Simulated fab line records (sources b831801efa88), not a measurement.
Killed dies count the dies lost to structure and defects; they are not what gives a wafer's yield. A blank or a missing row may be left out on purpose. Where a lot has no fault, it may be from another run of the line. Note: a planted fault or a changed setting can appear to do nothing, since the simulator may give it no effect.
The tool behind it: which one? + flow sky130 + Sampling: 12 lots, 36 wafers, 5 of 708 route steps

## WHAT EACH GAUGE READ, for each wafer
SKY_METAL4_CD_MEAS_13: the cd target is 300 nm.
| lot  | measured     | on       | cdNm (nm)         |
|------|--------------|----------|-------------------|
| L912 | day 41 22:53 | cdSem-02 | 301.2 299.8 301.6 |
| L916 | day 42 23:43 | cdSem-01 | 299.1 299.0 298.8 |
| L917 | day 43 10:39 | cdSem-02 | 300.7 300.6 299.9 |
| L918 | day 43 11:02 | cdSem-02 | 302.5 301.5 301.4 |
| L919 | day 43 15:30 | cdSem-02 | 302.5 302.2 301.4 |
| L920 | day 44 00:21 | cdSem-02 | 299.6 299.2 300.9 |
| L921 | day 44 09:07 | cdSem-02 | 299.8 300.2 299.6 |
| L925 | day 45 05:02 | cdSem-01 | 299.4 299.1 299.1 |
| L926 | day 45 05:39 | cdSem-02 | 300.2 301.0 299.3 |
| L933 | day 47 06:50 | cdSem-02 | 300.3 301.6 301.9 |
| L934 | day 47 13:54 | cdSem-01 | 301.8 302.4 302.8 |
| L935 | day 47 17:32 | cdSem-01 | 300.4 300.4 300.9 |

SKY_VIA4_THK_MEAS_01.
| lot  | measured     | on           | VIA4_HDPCVD_THK (nm) |
|------|--------------|--------------|----------------------|
| L912 | day 42 00:08 | filmMetro-01 | 1746 1722 1722       |
| L916 | day 43 00:56 | filmMetro-03 | 1769 1749 1747       |
| L917 | day 43 11:55 | filmMetro-01 | 1753 1752 1752       |
| L918 | day 43 12:20 | filmMetro-03 | 1733 1735 1746       |
| L919 | day 43 16:48 | filmMetro-04 | 1728 1739 1756       |
| L920 | day 44 01:42 | filmMetro-04 | 1752 1771 1769       |
| L921 | day 44 10:27 | filmMetro-01 | 1733 1728 1718       |
| L925 | day 45 06:17 | filmMetro-03 | 1760 1748 1776       |
| L926 | day 45 06:54 | filmMetro-03 | 1748 1751 1758       |
| L933 | day 47 08:05 | filmMetro-04 | 1725 1725 1732       |
| L934 | day 47 15:09 | filmMetro-04 | 1840 1733 1858       |
| L935 | day 47 18:49 | filmMetro-01 | 1734 1765 1739       |

SKY_VIA4_OVL_MEAS_11.
| lot  | measured     | on         | VIA4_OVL (nm)  |
|------|--------------|------------|----------------|
| L912 | day 42 23:46 | overlay-01 | -0.4 -0.4 -0.9 |
| L916 | day 43 23:43 | overlay-02 | 0.6 -1.1 -0.4  |
| L917 | day 44 10:49 | overlay-02 | 2.9 1.1 0.9    |
| L918 | day 44 10:58 | overlay-01 | -1.6 -0.9 -0.1 |
| L919 | day 44 14:52 | overlay-02 | -0.4 -0.7 1.4  |
| L920 | day 44 23:56 | overlay-01 | -1.7 2.2 0.8   |
| L921 | day 45 07:53 | overlay-02 | 1.0 1.1 2.4    |
| L925 | day 46 03:48 | overlay-02 | -0.5 -0.3 -0.3 |
| L926 | day 46 04:26 | overlay-02 | 0.7 -0.5 -0.8  |
| L933 | day 48 03:20 | overlay-01 | -0.1 -1.9 -0.6 |
| L934 | day 48 10:54 | overlay-02 | -0.2 1.8 1.8   |
| L935 | day 48 13:23 | overlay-01 | 1.2 0.6 0.0    |

## WHAT TOOL EACH LOT RAN ON (gives the tool, then ch and the chambers of the sampled wafers, and finally the start)
| lot  | SKY_CAP2M_SPUTTER_02        | SKY_VIA4_HDPCVD_00               |
|------|-----------------------------|----------------------------------|
| L912 | pvdSputter-04, day 39 22:30 | hdpcvd-02 ch 0,1,2, day 41 23:58 |
| L916 | pvdSputter-01, day 41 00:37 | hdpcvd-02 ch 0,1,2, day 43 00:49 |
| L917 | pvdSputter-02, day 41 11:29 | hdpcvd-02 ch 0,2, day 43 11:44   |
| L918 | pvdSputter-04, day 41 12:37 | hdpcvd-01 ch 0,1,2, day 43 12:08 |
| L919 | pvdSputter-02, day 41 17:19 | hdpcvd-01 ch 0,1,2, day 43 16:37 |
| L920 | pvdSputter-04, day 42 02:43 | hdpcvd-02 ch 0,1,2, day 44 01:31 |
| L921 | pvdSputter-01, day 42 10:06 | hdpcvd-01 ch 0,1, day 44 10:15   |
| L925 | pvdSputter-02, day 43 09:06 | hdpcvd-02 ch 0,1,2, day 45 06:06 |
| L926 | pvdSputter-04, day 43 09:31 | hdpcvd-01 ch 0,1, day 45 06:43   |
| L933 | pvdSputter-02, day 45 12:42 | hdpcvd-02 ch 1,2, day 47 07:54   |
| L934 | pvdSputter-02, day 45 21:09 | hdpcvd-01 ch 0,2, day 47 14:58   |
| L935 | pvdSputter-02, day 46 00:36 | hdpcvd-02 ch 1,2, day 47 18:37   |
- SKY_CAP2M_SPUTTER_02: material TiN, target thk 200 nm, time 166.7 s.
- SKY_VIA4_HDPCVD_00: deposits SiO2, target thk 1750 nm, time 291.7 s.

## AS READ BY THE TOOLS THEMSELVES (means over the sampled wafers that have a number; for cases with no such wafer, the mark the record gives instead)
SKY_CAP2M_SPUTTER_02.
| lot  | tool          | throttleValvePct (%) |
|------|---------------|----------------------|
| L912 | pvdSputter-04 | 30.1                 |
| L916 | pvdSputter-01 | 29.3                 |
| L917 | pvdSputter-02 | 29.5                 |
| L918 | pvdSputter-04 | 29.8                 |
| L919 | pvdSputter-02 | 29.8                 |
| L920 | pvdSputter-04 | 29.7                 |
| L921 | pvdSputter-01 | 30.1                 |
| L925 | pvdSputter-02 | 29.6                 |
| L926 | pvdSputter-04 | 30.7                 |
| L933 | pvdSputter-02 | 29.6                 |
| L934 | pvdSputter-02 | 29.8                 |
| L935 | pvdSputter-02 | 28.9                 |

SKY_VIA4_HDPCVD_00.
| lot  | tool      | pressureMtorr (mTorr) | runLengthS (s) |
|------|-----------|-----------------------|----------------|
| L912 | hdpcvd-02 | 5.994                 | 319.7          |
| L916 | hdpcvd-02 | 5.997                 | 319.4          |
| L917 | hdpcvd-02 | 5.998                 | 319.2          |
| L918 | hdpcvd-01 | 5.998                 | 319.7          |
| L919 | hdpcvd-01 | 5.995                 | 319.8          |
| L920 | hdpcvd-02 | 6.006                 | 320.1          |
| L921 | hdpcvd-01 | 6.012                 | 319.2          |
| L925 | hdpcvd-02 | 6.011                 | 319.6          |
| L926 | hdpcvd-01 | 6.003                 | 319.4          |
| L933 | hdpcvd-02 | 6.016                 | 319.8          |
| L934 | hdpcvd-01 | 5.991                 | 333.7          |
| L935 | hdpcvd-02 | 6.011                 | 319.9          |

## THE ANSWER, worked out from the rows above alone
Rule: what is usual is taken from the lots themselves. Put in order of their means at a reading, lots are off if they are a third of the lots or fewer, leave a main group of 4 or more, and stand apart from it by a gap of 3 or more times the standard deviation of the main group's means; of several such gaps the widest counts. A main group whose means are all the same, to the digits that the tables above print for the reading, isn't used. Also off: a lot with no number at a reading for which 4 or more lots have one. Any other lot the step has rows for is counted as sound. After the gauges, taken in route order, come the tools' own readings; for these a lot's mean is taken, as printed above. At the first step where some lot is off, the reading lying furthest off is the one used; lots without a number count as furthest.
Off: at SKY_VIA4_THK_MEAS_01 (VIA4_HDPCVD_THK), L934. Mean 1745 nm and standard deviation 13 in the main group.
If a tool, at a process step before that reading, ran all the lots that are off and no sound lot after the first of them, it fits. Not tried: the gauges at SKY_VIA4_THK_MEAS_01; whatever is off there is also off at SKY_VIA4_HDPCVD_00, on other tools, and gauge error can't account for it. One candidate fits, namely hdpcvd-01 at SKY_VIA4_HDPCVD_00. A fault onset in the window from L926 (day 45 06:43, its last sound lot) to L934 (day 47 14:58, its first lot off) fits.
The tool's own readings at SKY_VIA4_HDPCVD_00 bear it out: on the lots that are off they differ by more than 5 times the standard deviation of the sound lots' means. runLengthS reads 333.7 s there against 319.6 s on the sound lots.

## WHAT WAS PUT IN BY THE SIMULATOR
hdpcvd-01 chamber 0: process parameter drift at SKY_VIA4_HDPCVD_00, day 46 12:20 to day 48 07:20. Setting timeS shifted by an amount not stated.
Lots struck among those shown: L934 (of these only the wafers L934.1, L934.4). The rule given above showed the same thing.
